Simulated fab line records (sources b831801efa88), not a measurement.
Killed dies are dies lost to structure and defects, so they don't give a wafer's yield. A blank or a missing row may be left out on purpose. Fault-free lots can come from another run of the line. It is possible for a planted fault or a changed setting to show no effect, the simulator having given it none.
Matching of chambers || flow gf180mcu || pecvd-04 running GF_V2_CVD_02: 3 sister chambers
The step deposits SiO2 from TEOS, target thk 850 nm, time 94.851 s. 14 wafers are shown with their chamber, then 7 later ones without.

WAFERS, EACH WITH ITS CHAMBER
{"wafer": "L244.2", "chamber": 2, "heater power w (W)": 636}
{"wafer": "L244.3", "chamber": 2, "heater power w (W)": 500}
{"wafer": "L244.6", "chamber": 2, "heater power w (W)": 568}
{"wafer": "L246.2", "chamber": 0, "heater power w (W)": 705}
{"wafer": "L246.3", "chamber": 1, "heater power w (W)": 743}
{"wafer": "L246.5", "chamber": 2, "heater power w (W)": 502}
{"wafer": "L247.1", "chamber": 1, "heater power w (W)": 635}
{"wafer": "L247.3", "chamber": 0, "heater power w (W)": 833}
{"wafer": "L247.5", "chamber": 0, "heater power w (W)": 674}
{"wafer": "L250.2", "chamber": 1, "heater power w (W)": 608}
{"wafer": "L250.3", "chamber": 2, "heater power w (W)": 563}
{"wafer": "L250.4", "chamber": 1, "heater power w (W)": 656}
{"wafer": "L253.1", "chamber": 0, "heater power w (W)": 707}
{"wafer": "L253.2", "chamber": 2, "heater power w (W)": 586}

SIGNATURES (means of the wafers above)
{"reading": "heater power w", "chamber 0": 729.75, "chamber 1": 660.50, "chamber 2": 559.17, "scatter within a chamber": 59.3}
Rule: a wafer's distance from a chamber is the root of the sum, over the readings, of the square of ((its reading less the chamber's mean) divided by the reading's scatter). The wafer belongs to the nearest chamber; if the next one is less than 2 further off, it can't be placed. The scatter is the square root of a quotient: the sum, over the shown wafers, of each reading's squared deviation from its chamber's mean, divided by wafers minus chambers.

WAFERS MISSING THEIR CHAMBER
{"wafer": "L253.5", "heater power w (W)": 786}
{"wafer": "L258.1", "heater power w (W)": 636}
{"wafer": "L258.2", "heater power w (W)": 701}
{"wafer": "L258.5", "heater power w (W)": 594}
{"wafer": "L260.1", "heater power w (W)": 854}
{"wafer": "L260.3", "heater power w (W)": 651}
{"wafer": "L260.5", "heater power w (W)": 697}

CHAMBER TAKEN BY EACH
{"wafer": "L253.5", "from the rows above": "can't be placed: 0 or 1", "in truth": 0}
{"wafer": "L258.1", "from the rows above": "can't be placed: 1 or 2 or 0", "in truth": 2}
{"wafer": "L258.2", "from the rows above": "can't be placed: 0 or 1 or 2", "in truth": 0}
{"wafer": "L258.5", "from the rows above": "can't be placed: 2 or 1 or 0", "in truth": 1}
{"wafer": "L260.1", "from the rows above": "can't be placed: 0 or 1", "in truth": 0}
{"wafer": "L260.3", "from the rows above": "can't be placed: 1 or 0 or 2", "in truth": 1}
{"wafer": "L260.5", "from the rows above": "can't be placed: 0 or 1 or 2", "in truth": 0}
Correctly placed: 0 of 7. Unplaceable from these rows: 7, with the true chamber sitting among the candidates in 7. Placed wrongly: 0.
